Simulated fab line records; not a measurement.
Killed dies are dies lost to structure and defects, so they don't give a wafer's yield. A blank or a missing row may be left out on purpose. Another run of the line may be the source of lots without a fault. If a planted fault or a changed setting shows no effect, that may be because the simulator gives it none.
What tool caused it? || flow sfq line || route of 325 steps, sampled at 1 step: 14 lots, 42 wafers

WHAT EACH GAUGE READ, for each wafer
No reading from a measuring or inspecting step in the record can be judged against a usual standard deviation.

WHAT TOOL EACH LOT RAN ON (gives the tool, then ch and the chambers of the sampled wafers, and finally the start)
{"lot": "L993", "SFQ_TRILAYER_I2_DEP_PECVD_063": "pecvd-03 ch 0,1,2, day 37 19:28"}
{"lot": "L994", "SFQ_TRILAYER_I2_DEP_PECVD_063": "pecvd-02 ch 0,1,2, day 38 17:11"}
{"lot": "L997", "SFQ_TRILAYER_I2_DEP_PECVD_063": "pecvd-02 ch 0,1, day 39 17:28"}
{"lot": "L999", "SFQ_TRILAYER_I2_DEP_PECVD_063": "pecvd-03 ch 0,1,2, day 40 15:28"}
{"lot": "L100", "SFQ_TRILAYER_I2_DEP_PECVD_063": "pecvd-03 ch 0,1,2, day 40 20:01"}
{"lot": "L101", "SFQ_TRILAYER_I2_DEP_PECVD_063": "pecvd-02 ch 0,1,2, day 41 05:58"}
{"lot": "L107", "SFQ_TRILAYER_I2_DEP_PECVD_063": "pecvd-04 ch 0,1,2, day 42 12:55"}
{"lot": "L109", "SFQ_TRILAYER_I2_DEP_PECVD_063": "pecvd-02 ch 0,2, day 43 19:10"}
{"lot": "L110", "SFQ_TRILAYER_I2_DEP_PECVD_063": "pecvd-03 ch 0,2, day 44 08:10"}
{"lot": "L111", "SFQ_TRILAYER_I2_DEP_PECVD_063": "pecvd-04 ch 0,1,2, day 45 02:04"}
{"lot": "L112", "SFQ_TRILAYER_I2_DEP_PECVD_063": "pecvd-03 ch 0,1,2, day 45 08:04"}
{"lot": "L113", "SFQ_TRILAYER_I2_DEP_PECVD_063": "pecvd-03 ch 1,2, day 45 16:28"}
{"lot": "L114", "SFQ_TRILAYER_I2_DEP_PECVD_063": "pecvd-02 ch 0,1,2, day 46 02:08"}
{"lot": "L115", "SFQ_TRILAYER_I2_DEP_PECVD_063": "pecvd-04 ch 1,2, day 46 06:52"}
- SFQ_TRILAYER_I2_DEP_PECVD_063: deposits SiO2 from SiH4/N2O, time 111.11 s, target thk 500 nm.

AS READ BY THE TOOLS THEMSELVES (means over the sampled wafers that have a number; for cases with no such wafer, the mark the record gives instead)
SFQ_TRILAYER_I2_DEP_PECVD_063. Usual: heater power w 82 W, standard deviation 17; rf fwd power W 182.4 W, standard deviation 0.54; throttle valve pct 24.3 %, standard deviation 0.53.
{"lot": "L993", "tool": "pecvd-03", "heater power w (W)": 76, "rf fwd power W (W)": 182.3, "throttle valve pct (%)": 23.6, "flag": ""}
{"lot": "L994", "tool": "pecvd-02", "heater power w (W)": 81, "rf fwd power W (W)": 182.5, "throttle valve pct (%)": 24.5, "flag": ""}
{"lot": "L997", "tool": "pecvd-02", "heater power w (W)": 76, "rf fwd power W (W)": 182.5, "throttle valve pct (%)": 24.5, "flag": ""}
{"lot": "L999", "tool": "pecvd-03", "heater power w (W)": 65, "rf fwd power W (W)": 212.4, "throttle valve pct (%)": 23.7, "flag": "OFF"}
{"lot": "L100", "tool": "pecvd-03", "heater power w (W)": 68, "rf fwd power W (W)": 211.5, "throttle valve pct (%)": 23.9, "flag": "OFF"}
{"lot": "L101", "tool": "pecvd-02", "heater power w (W)": 79, "rf fwd power W (W)": 182.9, "throttle valve pct (%)": 24.5, "flag": ""}
{"lot": "L107", "tool": "pecvd-04", "heater power w (W)": 98, "rf fwd power W (W)": 182.4, "throttle valve pct (%)": 24.3, "flag": ""}
{"lot": "L109", "tool": "pecvd-02", "heater power w (W)": 83, "rf fwd power W (W)": 182.2, "throttle valve pct (%)": 24.9, "flag": ""}
{"lot": "L110", "tool": "pecvd-03", "heater power w (W)": 70, "rf fwd power W (W)": 182.5, "throttle valve pct (%)": 23.9, "flag": ""}
{"lot": "L111", "tool": "pecvd-04", "heater power w (W)": 102, "rf fwd power W (W)": 182.3, "throttle valve pct (%)": 24.5, "flag": ""}
{"lot": "L112", "tool": "pecvd-03", "heater power w (W)": 83, "rf fwd power W (W)": 182.2, "throttle valve pct (%)": 23.9, "flag": ""}
{"lot": "L113", "tool": "pecvd-03", "heater power w (W)": 92, "rf fwd power W (W)": 182.7, "throttle valve pct (%)": 24.2, "flag": ""}
{"lot": "L114", "tool": "pecvd-02", "heater power w (W)": 78, "rf fwd power W (W)": 182.2, "throttle valve pct (%)": 24.6, "flag": ""}
{"lot": "L115", "tool": "pecvd-04", "heater power w (W)": 119, "rf fwd power W (W)": 181.2, "throttle valve pct (%)": 24.2, "flag": ""}

THE ANSWER, worked out from the rows above alone
Rule: take the mean of a lot's wafers that have a number; if it is more than 3 standard deviations from the usual mean, the lot is off. Also off: a lot with no number at a reading for which 4 or more lots have one. The other lots that the step has rows for count as sound. First the gauges in route order, then the tools' own readings, where a lot's mean is used as printed above. The first step at which some lot is off is used, and at that step the reading that is off furthest; a lot without a number counts as furthest.
Off, at SFQ_TRILAYER_I2_DEP_PECVD_063 on rf fwd power W: L999, L100.
A tool fits if, at that step or a process step before it, it ran every lot that is off, and no sound lot after the first of them. Not one of the candidates tried fits.

WHAT THE SIMULATOR HAD PUT IN
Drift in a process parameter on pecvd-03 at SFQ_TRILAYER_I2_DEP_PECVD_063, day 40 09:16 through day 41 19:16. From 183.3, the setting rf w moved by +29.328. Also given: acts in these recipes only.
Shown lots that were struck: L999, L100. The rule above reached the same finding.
